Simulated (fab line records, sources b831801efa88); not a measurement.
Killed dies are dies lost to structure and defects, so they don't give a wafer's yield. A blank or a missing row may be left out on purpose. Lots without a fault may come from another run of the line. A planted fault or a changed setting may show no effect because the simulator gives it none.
fab line records | flow gf180mcu
record lots=14 wafers=42 last_day=34
route steps=602 shown HV_LDD@196 M1@319 V1@339 M3@410
lots that met no fault: from a run of the same line without faults
start_h: hours from the record's first day to the start of the lot's first wafer shown | wait_h: hours since the lot's step before | " the same as in the row above | L1.1+2: a row that stands for several wafers | - no value, or no start given | * or withheld: withheld | < > ~ a bound
route shown NAME@n: a module of which the file shows steps, and the number in the route of the first | usual: mean/standard deviation of fault-free wafers | same: alike in all rows | chamber/n: place in a boat | sites: the reading at each site | _std_site: their standard deviation | _edge_site: outer sites' mean less inner sites' | radius_mm: how far each site lies from the wafer's centre | mask NAME#n: copy n | behind: the tool/chamber that last shaped the wafer | hold: why the lot was held/for how many hours/how that ended | device: the transistor (n, p or np) that didn't switch | end of line: the same wafers' tests at the end of the route | a step without rows: its recipe alone | killed: dies lost to structure and defects at the first sort, not the wafer's yield | map: a wafer's dies, x killed, . not, _ none there
set.NAME: the setting as run; set.NAME@STEP: as run at that earlier step | model.NAME: the simulator's own value behind a step, which no gauge read
steps of the route over a sample of lots; a table a step, a row a wafer
services: from which hour (start_h, from the record's first day; less than 0 if before it) a tool's chamber was out of use, for how many hours, and why
## steps
# step GF_HV_LDD_OVL_MEAS_20
# usual HV_LDD_01_OVL=-0.2/1.2
# columns lot.wafer tool chamber start_h wait_h HV_LDD_01_OVL[nm]
L344.1 overlay-01 - 257.12 0.1 1.9
L344.5 " - " " 1.1
L344.6 " - " " 1.9
L349.2 overlay-01 - 277.01 0.1 0.5
L349.3 " - " " -0.4
L349.5 " - " " -1.3
L348.1 overlay-01 - 277.32 0.1 1.2
L348.2 " - " " 2.5
L348.5 " - " " 1.2
L351.3 overlay-02 - 290.42 0.1 -2.4
L351.4 " - " " -1.1
L351.5 " - " " -1.7
L353.2 overlay-02 - 302.86 0.1 -0.3
L353.5 " - " " -0.8
L353.6 " - " " -0.8
L356.1 overlay-01 - 328.67 0.1 -0.2
L356.4 " - " " -2.0
L356.6 " - " " -1.8
L357.2 overlay-02 - 337.30 0.1 0.6
L357.3 " - " " 1.5
L357.5 " - " " 0.3
L359.2 overlay-01 - 351.48 0.1 -0.9
L359.3 " - " " 1.9
L359.4 " - " " 0.4
L360.1 overlay-02 - 356.96 0.1 -1.1
L360.2 " - " " 0.3
L360.5 " - " " 0.5
L361.2 overlay-02 - 369.93 0.1 -0.3
L361.5 " - " " 0.0
L361.6 " - " " -0.4
L362.1 overlay-02 - 381.08 0.1 0.7
L362.3 " - " " 0.1
L362.6 " - " " -1.1
L364.2 overlay-01 - 399.13 0.1 0.3
L364.4 " - " " 0.5
L364.5 " - " " -0.1
L365.1 overlay-01 - 399.78 0.1 -1.4
L365.2 " - " " 0.9
L365.5 " - " " -1.4
L366.1 overlay-01 - 407.41 0.1 -0.9
L366.4 " - " " -0.7
L366.6 " - " " -2.4
# step GF_M1_SPUTTER_04
# recipe material=TiN target_thk_nm=50 power_w=6500 time_s=41.7 chamber_pressure_pa=0.4
# usual throttle_valve_pct=29.5/1.2
# columns lot.wafer tool chamber start_h wait_h throttle_valve_pct
L344.1 pvd_sputter-02 - 388.62 0.0 32.0
L344.5 " - " " 28.1
L344.6 " - " " 28.5
L349.2 pvd_sputter-01 - 411.65 0.0 27.7
L349.3 " - " " 29.5
L349.5 " - " " 28.6
L348.1 pvd_sputter-04 - 412.00 0.0 29.8
L348.2 " - " " 31.4
L348.5 " - " " 31.1
L351.3 pvd_sputter-01 - 429.00 0.0 28.7
L351.4 " - " " 29.7
L351.5 " - " " 30.2
L353.2 pvd_sputter-04 - 444.43 0.0 30.7
L353.5 " - " " 30.4
L353.6 " - " " 31.1
L356.1 pvd_sputter-02 - 473.68 0.0 28.1
L356.4 " - " " 32.1
L356.6 " - " " 28.3
L357.2 pvd_sputter-02 - 484.58 0.0 28.5
L357.3 " - " " 28.6
L357.5 " - " " 31.8
L359.2 pvd_sputter-01 - 500.52 0.0 28.7
L359.3 " - " " 29.4
L359.4 " - " " 30.3
L360.1 pvd_sputter-04 - 507.47 0.0 31.0
L360.2 " - " " 31.3
L360.5 " - " " 30.9
L361.2 pvd_sputter-04 - 521.27 0.0 31.0
L361.5 " - " " 31.2
L361.6 " - " " 30.8
L362.1 pvd_sputter-01 - 529.69 0.0 29.6
L362.3 " - " " 27.7
L362.6 " - " " 28.5
L364.2 pvd_sputter-01 - 547.88 0.0 27.6
L364.4 " - " " 30.2
L364.5 " - " " 27.6
L365.1 pvd_sputter-01 - 548.61 0.0 30.0
L365.2 " - " " 29.8
L365.5 " - " " 27.4
L366.1 pvd_sputter-01 - 555.54 0.0 29.6
L366.4 " - " " 27.5
L366.6 " - " " 29.6
# step GF_V1_CMP_04
# recipe material=SiO2 down_force_psi=4 platen_rpm=60 pad_velocity_m_s=0.94248
# usual edge_zone_pressure_frac=1.001/0.0052 head_pressure_psi=3.999/0.0091 motor_current_A=12.8/1.7 time_to_endpoint_s=84/6.5
# columns lot.wafer tool chamber start_h wait_h edge_zone_pressure_frac head_pressure_psi motor_current_A time_to_endpoint_s
L344.1 cmp-01 2 413.03 0.1 0.990 3.996 13.8 81
L344.5 " 0 " " 1.002 3.986 13.8 89
L344.6 " 1 " " 0.997 4.011 14.5 86
L349.3 cmp-01 3 437.03 0.0 0.997 4.006 12.9 70
L349.2 " 1 " " 0.998 3.992 14.9 84
L349.5 " 0 " " 0.988 3.993 13.6 76
L348.1 cmp-02 2 437.17 0.1 1.004 3.999 12.8 87
L348.2 " 3 " " 0.999 4.001 10.8 76
L348.5 " 2 " " 1.005 4.000 13.3 87
L351.3 cmp-01 0 454.41 0.0 1.004 3.991 13.7 84
L351.4 " 3 " " 1.003 4.000 12.9 88
L351.5 " 0 " " 0.999 4.012 13.1 91
L353.2 cmp-02 1 469.32 0.0 1.000 4.010 14.1 83
L353.5 " 1 " " 0.995 4.004 13.8 84
L353.6 " 2 " " 0.994 4.016 13.0 89
L356.4 cmp-02 3 498.58 0.1 - - - -
L356.1 " 0 " " - - - -
L356.6 " 2 " " - - - -
L357.3 cmp-01 1 509.29 0.1 - - - -
L357.2 " 2 " " - - - -
L357.5 " 0 " " - - - -
L359.2 cmp-02 2 524.10 0.0 0.999 3.973 13.4 83
L359.4 " 0 " " 0.994 4.006 9.3 85
L359.3 " 1 " " 1.003 3.990 13.3 80
L360.1 cmp-02 2 531.78 0.1 1.003 4.000 13.3 87
L360.2 " 1 " " 0.996 3.993 14.3 82
L360.5 " 3 " " 1.005 4.007 10.7 82
L361.2 cmp-01 3 545.63 0.2 1.004 4.001 13.8 79
L361.5 " 0 " " 1.011 4.013 13.1 80
L361.6 " 1 " " 1.004 4.021 15.0 90
L362.1 cmp-02 0 553.86 0.1 1.014 4.004 9.5 78
L362.3 " 2 " " 0.998 4.005 13.2 82
L362.6 " 0 " " 1.004 3.993 9.3 89
L364.2 cmp-01 0 570.74 0.1 0.991 4.010 14.0 76
L364.4 " 1 " " 0.994 3.996 14.5 88
L364.5 " 3 " " 0.998 3.991 13.0 86
L365.1 cmp-01 3 571.78 0.1 1.010 3.997 13.0 75
L365.2 " 0 " " 1.005 3.987 13.4 82
L365.5 " 2 " " 0.996 4.006 13.2 84
L366.4 cmp-02 3 579.84 0.1 0.995 3.998 10.1 79
L366.1 " 1 " " 1.007 4.007 13.1 77
L366.6 " 2 " " 1.002 3.984 13.0 93
# step GF_V1_BOW_MEAS_05
# recipe mode=bow
# usual V1_BOW=83/7.3
# columns lot.wafer tool chamber start_h wait_h hold V1_BOW[um]
L344.1 film_metro-02 - 413.23 0.1 - 92
L344.5 " - " " - 80
L344.6 " - " " - 79
L349.2 film_metro-01 - 437.35 0.2 - 80
L349.3 " - " " - 74
L349.5 " - " " - 72
L348.1 film_metro-04 - 437.47 0.2 - 85
L348.2 " - " " - 87
L348.5 " - " " - 76
L351.3 film_metro-02 - 454.75 0.3 - 83
L351.4 " - " " - 78
L351.5 " - " " - 81
L353.2 film_metro-04 - 469.64 0.3 - 87
L353.5 " - " " - 74
L353.6 " - " " - 73
L356.1 film_metro-04 - 498.83 0.1 await_dispo/0.2h/release 80
L356.4 " - " " await_dispo/0.2h/release 95
L356.6 " - " " await_dispo/0.2h/release 86
L356.1 film_metro-04 - 499.11 0.3 - -
L356.4 " - " " - -
L356.6 " - " " - -
L357.2 film_metro-01 - 509.51 0.1 await_dispo/0.2h/release 89
L357.3 " - " " await_dispo/0.2h/release 91
L357.5 " - " " await_dispo/0.2h/release 90
L357.2 film_metro-01 - 509.80 0.3 - -
L357.3 " - " " - -
L357.5 " - " " - -
L359.2 film_metro-02 - 524.42 0.3 - 89
L359.3 " - " " - 84
L359.4 " - " " - 89
L360.1 film_metro-01 - 532.08 0.2 - 79
L360.2 " - " " - 90
L360.5 " - " " - 80
L361.2 film_metro-02 - 545.80 0.1 - 78
L361.5 " - " " - 68
L361.6 " - " " - 88
L362.1 film_metro-01 - 554.19 0.3 - 86
L362.3 " - " " - 88
L362.6 " - " " - 90
L364.2 film_metro-02 - 570.96 0.2 - 76
L364.4 " - " " - 78
L364.5 " - " " - 76
L365.1 film_metro-04 - 572.03 0.2 - 74
L365.2 " - " " - 85
L365.5 " - " " - 75
L366.1 film_metro-04 - 580.09 0.1 - 77
L366.4 " - " " - 80
L366.6 " - " " - 77
# step GF_M3_SPUTTER_01
# recipe material=TiN target_thk_nm=30 power_w=6500 time_s=25 chamber_pressure_pa=0.4
# usual throttle_valve_pct=29.5/1.2
# columns lot.wafer tool chamber start_h wait_h throttle_valve_pct
L344.1 pvd_sputter-02 - 491.25 0.1 28.7
L344.5 " - " " 28.3
L344.6 " - " " 28.4
L349.2 pvd_sputter-04 - 512.70 0.1 30.8
L349.3 " - " " 29.7
L349.5 " - " " 30.6
L348.1 pvd_sputter-04 - 515.15 0.1 31.2
L348.2 " - " " 30.6
L348.5 " - " " 31.0
L351.3 pvd_sputter-02 - 530.06 0.1 28.2
L351.4 " - " " 28.8
L351.5 " - " " 27.9
L353.2 pvd_sputter-01 - 544.60 0.1 30.2
L353.5 " - " " 29.7
L353.6 " - " " 27.7
L359.2 pvd_sputter-01 - 595.87 0.1 28.9
L359.3 " - " " 30.2
L359.4 " - " " 29.6
L360.1 pvd_sputter-01 - 606.38 0.1 28.9
L360.2 " - " " 30.1
L360.5 " - " " 28.7
L361.2 pvd_sputter-04 - 615.50 0.1 31.1
L361.5 " - " " 31.2
L361.6 " - " " 30.6
L362.1 pvd_sputter-04 - 624.14 0.1 30.8
L362.3 " - " " 30.6
L362.6 " - " " 30.8
L364.2 pvd_sputter-01 - 639.84 0.1 27.5
L364.4 " - " " 29.0
L364.5 " - " " 29.7
L365.1 pvd_sputter-04 - 640.16 0.1 31.3
L365.2 " - " " 30.8
L365.5 " - " " 31.2
L366.1 pvd_sputter-01 - 646.99 0.1 30.3
L366.4 " - " " 29.7
L366.6 " - " " 28.7
## services
# columns tool chamber start_h hours kind
pvd_sputter-04 - 397.54 2.5 repair
cmp-02 - 403.10 1.1 repair
cmp-02 - 404.22 4.0 pm
cmp-02 - 415.28 1.5 repair
pvd_sputter-01 - 418.92 0.5 repair
pvd_sputter-01 0 426.71 - consumable_replace:kit
pvd_sputter-01 0 426.71 18.0 scheduled_down
pvd_sputter-01 0 426.71 18.0 vent_cycle
cmp-02 - 443.14 2.7 repair
cmp-01 - 448.01 1.7 repair
pvd_sputter-04 - 462.00 4.1 repair
cmp-01 - 471.93 1.2 repair
cmp-01 - 493.35 2.4 repair
pvd_sputter-02 - 508.12 3.2 repair
cmp-02 - 527.30 1.0 repair
cmp-01 - 546.80 15.1 pm
pvd_sputter-04 - 557.64 3.3 repair
cmp-01 - 572.26 4.0 pm
pvd_sputter-01 - 583.29 1.2 repair
cmp-01 - 589.51 4.4 pm
pvd_sputter-04 - 593.87 2.7 repair
cmp-02 - 597.20 5.4 pm
cmp-01 - 602.57 4.2 pm
cmp-01 - 609.56 0.3 repair
## key
first_sign step=GF_V1_CMP_04 reading=tool_record direction=missing
effect step=GF_V1_BOW_MEAS_05 reading=visit direction=added
met_at GF_V1_CMP_04
struck_lots L356,L357
scrapped_behind GF_V1_BOW_MEAS_05 L356.1,L356.4,L356.6,L357.2,L357.3,L357.5
not_acting_at GF_HV_LDD_OVL_MEAS_20,GF_M1_SPUTTER_04,GF_M3_SPUTTER_01
onset_between 469.32 498.58
fault kind=skipped_step_whole tool=cmp-01,cmp-02 chamber=- onset_h=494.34 steps=GF_V1_CMP_04 scope=struck_lots_only
